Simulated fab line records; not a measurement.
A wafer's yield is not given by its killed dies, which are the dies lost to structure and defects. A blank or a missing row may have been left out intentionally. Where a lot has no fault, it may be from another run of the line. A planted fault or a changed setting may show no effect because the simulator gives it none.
What tool caused it?    flow sky130    Sampling: 12 lots, 36 wafers, 5 of 708 route steps

WHAT EACH GAUGE READ, for each wafer
The record holds no reading of a measuring or inspecting step that can be judged against a usual standard deviation.

WHICH TOOL RAN EACH LOT (tool, then ch and the chambers of the sampled wafers, then the start)
lot   SKY_METAL3_SPUTTER_01         SKY_CAPM_SPUTTER_02           SKY_CAPM_STRIP_14                     SKY_CAPM_STRIP_15                SKY_PAD_OPEN_PROBE_99
L604  pvd sputter-04, day 37 03:50  pvd sputter-01, day 37 04:02  plasma asher-03 ch 0,1, day 38 05:43  wet bench-01 ch 1, day 38 05:49  prober-01, day 46 14:07
L606  pvd sputter-04, day 37 20:49  pvd sputter-02, day 37 21:02  plasma asher-04 ch 1, day 38 22:01    wet bench-01 ch 2, day 38 22:07  prober-01, day 47 02:44
L603  pvd sputter-01, day 37 21:40  pvd sputter-03, day 37 21:53  plasma asher-03 ch 0,1, day 38 22:57  wet bench-01 ch 2, day 38 23:01  prober-02, day 47 02:48
L605  pvd sputter-04, day 37 22:00  pvd sputter-01, day 37 22:13  plasma asher-03 ch 0,1, day 38 23:28  wet bench-01 ch 1, day 38 23:34  prober-01, day 47 04:23
L607  pvd sputter-02, day 37 22:57  pvd sputter-03, day 37 23:10  plasma asher-03 ch 0,1, day 39 00:58  wet bench-01 ch 1, day 39 01:04  prober-02, day 47 06:04
L608  pvd sputter-02, day 38 02:32  pvd sputter-03, day 38 02:46  plasma asher-01 ch 0,1, day 39 03:37  wet bench-01 ch 1, day 39 03:43  prober-01, day 47 07:25
L609  pvd sputter-01, day 38 07:30  pvd sputter-03, day 38 07:43  plasma asher-04 ch 1, day 39 08:31    wet bench-01 ch 2, day 39 08:37  prober-02, day 47 11:04
L610  pvd sputter-04, day 38 15:02  pvd sputter-03, day 38 15:14  plasma asher-01 ch 0,1, day 39 16:58  wet bench-01 ch 3, day 39 17:01  prober-01, day 47 18:16
L612  pvd sputter-01, day 39 14:22  pvd sputter-03, day 39 14:35  plasma asher-03 ch 0,1, day 40 14:51  wet bench-02 ch 0, day 40 14:55  prober-02, day 48 11:44
L621  pvd sputter-01, day 42 03:16  pvd sputter-02, day 42 03:29  plasma asher-01 ch 0,1, day 43 02:55  wet bench-01 ch 1, day 43 03:01  prober-01, day 50 08:53
L623  pvd sputter-01, day 42 17:18  pvd sputter-03, day 42 17:31  plasma asher-01 ch 0,1, day 43 17:10  wet bench-04 ch 2, day 43 17:16  prober-02, day 50 20:13
L624  pvd sputter-01, day 43 03:28  pvd sputter-02, day 43 03:41  plasma asher-03 ch 0,1, day 44 02:01  wet bench-01 ch 3, day 44 02:04  prober-01, day 51 02:49
- SKY_METAL3_SPUTTER_01: material TiN, target thk 20 nm, time 16.7 s.
- SKY_CAPM_SPUTTER_02: material TiN, target thk 200 nm, time 166.7 s.
- SKY_CAPM_STRIP_14: strips in O2/N2.
- SKY_CAPM_STRIP_15: strips in post etch residue remover, time 1200 s.
- SKY_PAD_OPEN_PROBE_99

WHAT THE TOOLS THEMSELVES READ (means of the sampled wafers that have a number; where no wafer has one, the mark that the record gives instead)
SKY_METAL3_SPUTTER_01. Usual: throttle valve pct reads 30.0 % (standard deviation 0.94).
lot   tool            throttle valve pct (%)  flag
L604  pvd sputter-04  30.5                    
L606  pvd sputter-04  30.7                    
L603  pvd sputter-01  29.2                    
L605  pvd sputter-04  30.5                    
L607  pvd sputter-02  28.9                    
L608  pvd sputter-02  30.9                    
L609  pvd sputter-01  29.9                    
L610  pvd sputter-04  30.5                    
L612  pvd sputter-01  30.4                    
L621  pvd sputter-01  29.9                    
L623  pvd sputter-01  29.2                    
L624  pvd sputter-01  29.7                    

SKY_CAPM_SPUTTER_02. Usual: throttle valve pct reads 30.0 % (standard deviation 1.1).
lot   tool            throttle valve pct (%)  flag
L604  pvd sputter-01  30.0                    
L606  pvd sputter-02  29.9                    
L603  pvd sputter-03  31.4                    
L605  pvd sputter-01  30.0                    
L607  pvd sputter-03  30.5                    
L608  pvd sputter-03  29.4                    
L609  pvd sputter-03  30.6                    
L610  pvd sputter-03  30.7                    
L612  pvd sputter-03  29.5                    
L621  pvd sputter-02  30.3                    
L623  pvd sputter-03  30.6                    
L624  pvd sputter-02  31.4                    

SKY_CAPM_STRIP_14. Usual: drypump motor current A 5.4 A, standard deviation 0.43; n2 flow sccm 299.9 sccm, standard deviation 0.89; oes product au 0.710 a.u., standard deviation 0.0045; strip time to endpoint s 12.64 s, standard deviation 0.062.
lot   tool             drypump motor current A (A)  n2 flow sccm (sccm)  oes product au (a.u.)  strip time to endpoint s (s)  flag
L604  plasma asher-03  5.7                          300.0                0.712                  12.63                         
L606  plasma asher-04  5.1                          301.3                0.705                  12.65                         
L603  plasma asher-03  5.3                          300.7                0.711                  12.68                         
L605  plasma asher-03  5.7                          299.9                0.709                  12.58                         
L607  plasma asher-03  5.7                          299.5                0.710                  12.58                         
L608  plasma asher-01  5.5                          299.2                0.711                  12.62                         
L609  plasma asher-04  5.1                          300.3                0.712                  12.58                         
L610  plasma asher-01  5.2                          299.7                0.713                  12.68                         
L612  plasma asher-03  5.3                          300.8                0.711                  12.67                         
L621  plasma asher-01  5.5                          301.1                0.713                  12.65                         
L623  plasma asher-01  5.2                          299.3                0.707                  12.69                         
L624  plasma asher-03  5.6                          299.5                0.711                  12.64                         

SKY_CAPM_STRIP_15. Usual: run length s reads 1229 s (standard deviation 3.8).
lot   tool          run length s (s)  flag
L604  wet bench-01  1227              
L606  wet bench-01  1231              
L603  wet bench-01  1231              
L605  wet bench-01  1235              
L607  wet bench-01  1234              
L608  wet bench-01  1236              
L609  wet bench-01  1280              OFF
L610  wet bench-01  1282              OFF
L612  wet bench-02  1225              
L621  wet bench-01  1234              
L623  wet bench-04  1233              
L624  wet bench-01  1226              

SKY_PAD_OPEN_PROBE_99. Usual: defect limited yield 82.4 %, standard deviation 1.9; killed_at_M0_to_M3 45, standard deviation 7.5; killed_at_M4_up 2.8, standard deviation 1.9; killed at contacts 25, standard deviation 5.5; killed at front end 14, standard deviation 4; killed at other 0.3, standard deviation 0.75; killed dies 87, standard deviation 9.4; killed open 47, standard deviation 6.6; killed short 39, standard deviation 6.6; sort_bin_3_pad_short 0.9 %, standard deviation 0.39; sort_bin_5_function 10.4 %, standard deviation 1.5; sort_bin_6_memory 6.3 %, standard deviation 1.2; sort n pass 405, standard deviation 9.4; sort yield pct 82.4 %, standard deviation 1.9.
lot   tool       defect limited yield (%)  killed_at_M0_to_M3  killed_at_M4_up  killed at contacts  killed at front end  killed at other  killed dies  killed open  killed short  sort_bin_3_pad_short (%)  sort_bin_5_function (%)  sort_bin_6_memory (%)  sort n pass  sort yield pct (%)  flag
L604  prober-01  80.4                      53                  3.3              24                  16                   0.0              96           54           42            0.9                       12.3                     6.4                    396          80.4                
L606  prober-01  84.9                      39                  4.0              19                  13                   0.0              74           39           35            0.6                       9.0                      5.5                    418          84.9                
L603  prober-02  81.4                      43                  1.3              33                  14                   0.7              91           49           42            0.7                       11.3                     6.6                    401          81.4                
L605  prober-01  83.5                      45                  0.7              27                  9                    0.0              81           45           37            0.6                       9.8                      6.2                    411          83.5                
L607  prober-02  84.0                      39                  3.3              24                  10                   1.0              78           45           34            0.6                       9.6                      5.8                    414          84.0                
L608  prober-01  80.7                      47                  4.0              31                  13                   0.0              95           51           44            1.3                       11.3                     6.6                    397          80.7                
L609  prober-02  79.9                      58                  2.3              24                  15                   0.0              99           55           44            0.9                       12.8                     6.4                    393          79.9                
L610  prober-01  84.0                      38                  4.3              21                  15                   0.3              79           43           36            0.7                       9.0                      6.2                    413          84.0                
L612  prober-02  82.4                      45                  2.0              25                  15                   0.0              87           49           38            1.0                       10.6                     6.0                    405          82.4                
L621  prober-01  82.6                      47                  1.3              24                  13                   0.0              86           52           34            0.9                       11.1                     5.4                    406          82.6                
L623  prober-02  81.6                      44                  1.7              31                  13                   0.3              90           50           40            0.8                       10.9                     6.6                    402          81.6                
L624  prober-01  84.4                      44                  1.7              17                  15                   0.3              77           43           34            1.0                       9.4                      5.3                    415          84.4                

THE ANSWER, worked out from the rows above alone
Rule: lot off if the mean of its wafers having a number is beyond 3 standard deviations from the usual mean. Also off: a lot with no number at a reading for which 4 or more lots have one. All remaining lots with rows at the step are treated as sound. After the gauges, taken in route order, come the tools' own readings; for these a lot's mean is taken, as printed above. At the first step where some lot is off, the reading lying furthest off is the one used; lots without a number count as furthest.
Off: L609, L610 (SKY_CAPM_STRIP_15, run length s).
If a tool, at that step or one of the process steps before it, ran each lot that is off and ran no sound lot following the first of them, it fits. None of those tried fits.

WHAT THE SIMULATOR PUT IN
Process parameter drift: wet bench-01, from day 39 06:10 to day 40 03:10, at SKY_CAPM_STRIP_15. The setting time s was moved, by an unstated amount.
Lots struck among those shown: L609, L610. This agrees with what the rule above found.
